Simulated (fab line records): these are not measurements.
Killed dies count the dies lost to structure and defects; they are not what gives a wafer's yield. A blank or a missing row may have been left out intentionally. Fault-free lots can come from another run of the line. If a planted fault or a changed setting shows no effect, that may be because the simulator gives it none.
Split-lot study | flow sky130 | route with 708 steps; 5 lots, 23 wafers read

== THE SPLIT ==
At SKY_METAL4_SPUTTER_04 (material TiN, target thk 70 nm, time 58.3 s), the setting time s was moved away from the recipe's 58.3 s on 11 of the 23 wafers read, by -9.4% to +12.0%. The other wafers ran this setting at the recipe's value.

== FROM THE SPLIT TO THE READING: what the file shows between them, 2 steps ==
- SKY_CAP2M_METAL_ETCH_13: etches TiN in Cl2/BCl3, stops on SiO2, target depth 220 nm, time 62.9 s (also split here: time s)
- SKY_CAP2M_STRIP_14: strips in O2/N2

== THE READING ==
TiN_of_METAL4_SPUTTER_04.thk nm (the simulator's own value, which no gauge read), in nm, at SKY_METAL4_ETCH_17 (etches SiO2 in C4F8/O2/Ar, stops on TiN, time 3.9 s, target depth 15 nm). The file gives no usual value for it. The 12 wafers here that ran the recipe average 70.69 nm, standard deviation 0.78 nm.

wafer  | tool, chamber at the split | time s as run, s | against the recipe | TiN_of_METAL4_SPUTTER_04.thk nm, nm | against lot-mates on the recipe
L075.1 | pvd sputter-04, -          | 58.3             | recipe             | 69.77                               | -
L075.2 | pvd sputter-04, -          | 52.82            | -9.4%              | 62.86                               | -7.48
L075.4 | pvd sputter-04, -          | 58.3             | recipe             | 70.09                               | -
L075.5 | pvd sputter-04, -          | 52.82            | -9.4%              | 63.94                               | -6.40
L075.6 | pvd sputter-04, -          | 58.3             | recipe             | 71.17                               | -
L076.2 | pvd sputter-01, -          | 58.3             | recipe             | 71.23                               | -
L076.5 | pvd sputter-01, -          | 58.3             | recipe             | 71.38                               | -
L076.6 | pvd sputter-01, -          | 58.3             | recipe             | 71.3                                | -
L081.1 | pvd sputter-04, -          | 65.29            | +12.0%             | 77.88                               | +8.38
L081.2 | pvd sputter-04, -          | 58.3             | recipe             | 69.09                               | -
L081.3 | pvd sputter-04, -          | 65.29            | +12.0%             | 78.66                               | +9.16
L081.4 | pvd sputter-04, -          | 65.29            | +12.0%             | 77.15                               | +7.65
L081.5 | pvd sputter-04, -          | 58.3             | recipe             | 69.92                               | -
L083.1 | pvd sputter-01, -          | 58.3             | recipe             | 71.56                               | -
L083.2 | pvd sputter-01, -          | 58.3             | recipe             | 70.22                               | -
L083.3 | pvd sputter-01, -          | 54.4             | -6.7%              | 66.17                               | -4.72
L083.4 | pvd sputter-01, -          | 54.4             | -6.7%              | 66.13                               | -4.76
L083.6 | pvd sputter-01, -          | 54.4             | -6.7%              | 66.33                               | -4.56
L085.1 | pvd sputter-01, -          | 64.02            | +9.8%              | 77.4                                | +6.13
L085.3 | pvd sputter-01, -          | 64.02            | +9.8%              | 78.21                               | +6.94
L085.4 | pvd sputter-01, -          | 64.02            | +9.8%              | 77.26                               | +5.99
L085.5 | pvd sputter-01, -          | 58.3             | recipe             | 71.26                               | -
L085.6 | pvd sputter-01, -          | 58.3             | recipe             | 71.28                               | -

THE FIT
A straight line over all 23 wafers: TiN_of_METAL4_SPUTTER_04.thk nm changes by +0.673 nm for each +1% of time s; r = +0.99; the points scatter about the line by 0.8 nm.
The same after taking each lot's own level away (the mean of its wafers on the recipe; 23 wafers): +0.694 nm for each +1%; r = +0.99; scatter 0.51 nm.
According to that fit, moving time s by its largest amount changes the reading by 8.3 nm.
From 69.505 to 71.303 nm: that is the span of the lots' own levels, equal to 2.3 times the standard deviation above.
The two slopes are in agreement: the lot-to-lot level therefore moves the slope only a little.
Check: for one of the wafers moved furthest among these (+12.0%), held out of the fit, the line's prediction against its lot-mates is +8.2 nm. Against them it came out at +8.38 nm.

== ADDITIONAL SPLITS CARRIED BY THESE WAFERS ==
Before the reading, these wafers also passed through other splits. Each is held against what the fit with the lots' levels taken away leaves over:
other split on the same wafers | wafers away from the commonest value | r with TiN_of_METAL4_SPUTTER_04.thk nm (lot level and that fit taken away)
SKY_CAP2M_METAL_ETCH_13 time s | 4                                    | -0.27

== THE WHOLE CHAIN: every reading that the file lists as answering this split, in the file's order ==
step                  | what it does                                                            | reading                                                                          | change (the file's fit)               | r (the file's)
SKY_METAL4_SPUTTER_04 | material TiN, target thk 70 nm, time 58.3 s                             | TiN_of_METAL4_SPUTTER_04.thk nm (the simulator's own value, which no gauge read) | +0.695 nm for each +1% of the setting | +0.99
SKY_METAL4_ETCH_17    | etches SiO2 in C4F8/O2/Ar, stops on TiN, time 3.9 s, target depth 15 nm | TiN_of_METAL4_SPUTTER_04.thk nm (the simulator's own value, which no gauge read) | +0.696 nm for each +1% of the setting | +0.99

== FILE'S OWN FIT ==
TiN_of_METAL4_SPUTTER_04.thk nm changes by +0.696 nm for each +1% of time s, r = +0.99.
